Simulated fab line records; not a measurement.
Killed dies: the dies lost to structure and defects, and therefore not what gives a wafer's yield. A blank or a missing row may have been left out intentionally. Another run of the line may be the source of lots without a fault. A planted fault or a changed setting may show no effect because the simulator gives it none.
Shared-tool check	flow sky130	15 lots, 45 wafers sampled

## WHAT PROMPTED THE OPENING
3 of 15 lots carry a flag on the reading DNWELL_TW at SKY_DNWELL_TW_MEAS_09. Wafers without a fault read 1107, standard deviation 11.
Rule: a lot gets a flag if all its wafers with a number sit over 4 standard deviations from that mean, or if no wafer of it has a number. The rest of the lots are taken to be sound.

lot	measured	on	DNWELL_TW, wafer by wafer	flag
L540	day 3 12:39	film_metro-03	1094 1092 1100	
L542	day 4 01:16	film_metro-04	1114 1118 1121	
L541	day 4 01:44	film_metro-04	1119 1114 1121	
L543	day 4 08:11	film_metro-04	1118 1123 1120	
L544	day 4 10:03	film_metro-01	1097 1101 1107	
L545	day 4 14:45	film_metro-01	1097 1098 1104	
L547	day 5 05:50	film_metro-01	1104 1098 1102	
L548	day 5 10:19	film_metro-03	1092 1098 1095	
L555	day 7 02:06	film_metro-01	30 30 30	FLAGGED
L556	day 7 08:04	film_metro-04	30 30 30	FLAGGED
L557	day 7 13:00	film_metro-01	30 30 30	FLAGGED
L558	day 7 16:07	film_metro-01	1095 1093 1095	
L559	day 7 22:41	film_metro-01	1099 1105 1096	
L560	day 8 00:09	film_metro-04	1118 1113 1118	
L562	day 8 14:49	film_metro-01	1111 1109 1113	
The mean of the flagged lots' numbers is 30, -1077 from the usual (-98 standard deviations).

## LOT BY LOT: THE TOOL USED
Before the reading, the record contains 3 process steps out of a 708-step route. Each cell gives the tool, then ch followed by the chambers the sampled wafers passed through, then the start.
lot	flag	SKY_FIELD_ISO_ETCH_17	SKY_FIELD_ISO_CMP_27	SKY_DNWELL_DEVELOP_06
L540		rie_si-02 ch 0,2,3, day 2 13:49	cmp-02 ch 0,3, day 2 17:04	litho_track-04 ch 0, day 3 12:00
L542		rie_si-01 ch 0,1, day 2 23:28	cmp-02 ch 0,1,2, day 3 05:53	litho_track-02 ch 0, day 4 00:00
L541		rie_si-02 ch 1,2,3, day 2 20:01	cmp-01 ch 0,1, day 3 05:47	litho_track-04 ch 0, day 4 01:00
L543		rie_si-01 ch 0,1,3, day 3 03:33	cmp-02 ch 1,3, day 3 11:41	litho_track-02 ch 0, day 4 07:00
L544		rie_si-02 ch 1,2,3, day 3 06:57	cmp-02 ch 0,1,2, day 3 13:20	litho_track-03 ch 0, day 4 09:00
L545		rie_si-01 ch 0,2,3, day 3 13:25	cmp-01 ch 1,2,3, day 3 19:06	litho_track-04 ch 0, day 4 14:00
L547		rie_si-01 ch 1,3, day 4 00:28	cmp-02 ch 0,2, day 4 08:07	litho_track-02 ch 0, day 5 05:00
L548		rie_si-01 ch 1,2, day 4 06:34	cmp-02 ch 1,3, day 4 12:22	litho_track-04 ch 0, day 5 09:00
L555	FLAGGED	rie_si-01 ch 1,2, day 5 18:10	cmp-01 ch 0,1,2, day 5 23:20	litho_track-04, day 7 01:00
L556	FLAGGED	rie_si-02 ch 0,2, day 5 22:06	cmp-02 ch 0,1,3, day 6 07:55	litho_track-03, day 7 07:00
L557	FLAGGED	rie_si-01 ch 1,2, day 6 02:07	cmp-01 ch 0,2, day 6 12:14	litho_track-03, day 7 12:00
L558		rie_si-02 ch 0,1,3, day 6 08:43	cmp-02 ch 0,2,3, day 6 18:06	litho_track-04 ch 0, day 7 15:00
L559		rie_si-02 ch 0,3, day 6 15:04	cmp-01 ch 0,2, day 6 22:10	litho_track-02 ch 0, day 7 22:00
L560		rie_si-01 ch 1,2,3, day 6 18:58	cmp-02 ch 0,1,3, day 7 01:08	litho_track-02 ch 0, day 7 23:00
L562		rie_si-01 ch 0,2,3, day 7 05:46	cmp-02 ch 0,3, day 7 13:40	litho_track-04 ch 0, day 8 14:00
These steps, and what they do:
- SKY_FIELD_ISO_ETCH_17: etches Si in HBr/Cl2/O2, target depth 342 nm, time 97.7 s.
- SKY_FIELD_ISO_CMP_27: polishes, stops on Si3N4, t overpolish 16 s, target thk 457.8 nm.
- SKY_DNWELL_DEVELOP_06: develop time 60 s.
- SKY_DNWELL_TW_MEAS_09

## FLAGGED OVER TOTAL, TOOL BY TOOL (the gauges that took the reading come last)
step	tool	lots run	flagged	share of the flagged lots	sound lots run after its first flagged lot
SKY_FIELD_ISO_ETCH_17	rie_si-01	9	2	some	2 (L560,L562)
SKY_FIELD_ISO_ETCH_17	rie_si-02	6	1	some	2 (L558,L559)
SKY_FIELD_ISO_CMP_27	cmp-01	5	2	some	1 (L559)
SKY_FIELD_ISO_CMP_27	cmp-02	10	1	some	3 (L558,L560,L562)
SKY_DNWELL_DEVELOP_06	litho_track-02	5	0	none	-
SKY_DNWELL_DEVELOP_06	litho_track-03	3	2	some	0
SKY_DNWELL_DEVELOP_06	litho_track-04	7	1	some	2 (L558,L562)
SKY_DNWELL_TW_MEAS_09	film_metro-01	8	2	some	3 (L558,L559,L562)
SKY_DNWELL_TW_MEAS_09	film_metro-03	2	0	none	-
SKY_DNWELL_TW_MEAS_09	film_metro-04	5	1	some	1 (L560)

## WHAT IS ALLOWED BY THE TABLE
No row of the table ran every flagged lot.

## WHAT THE SIMULATOR HAD INSERTED
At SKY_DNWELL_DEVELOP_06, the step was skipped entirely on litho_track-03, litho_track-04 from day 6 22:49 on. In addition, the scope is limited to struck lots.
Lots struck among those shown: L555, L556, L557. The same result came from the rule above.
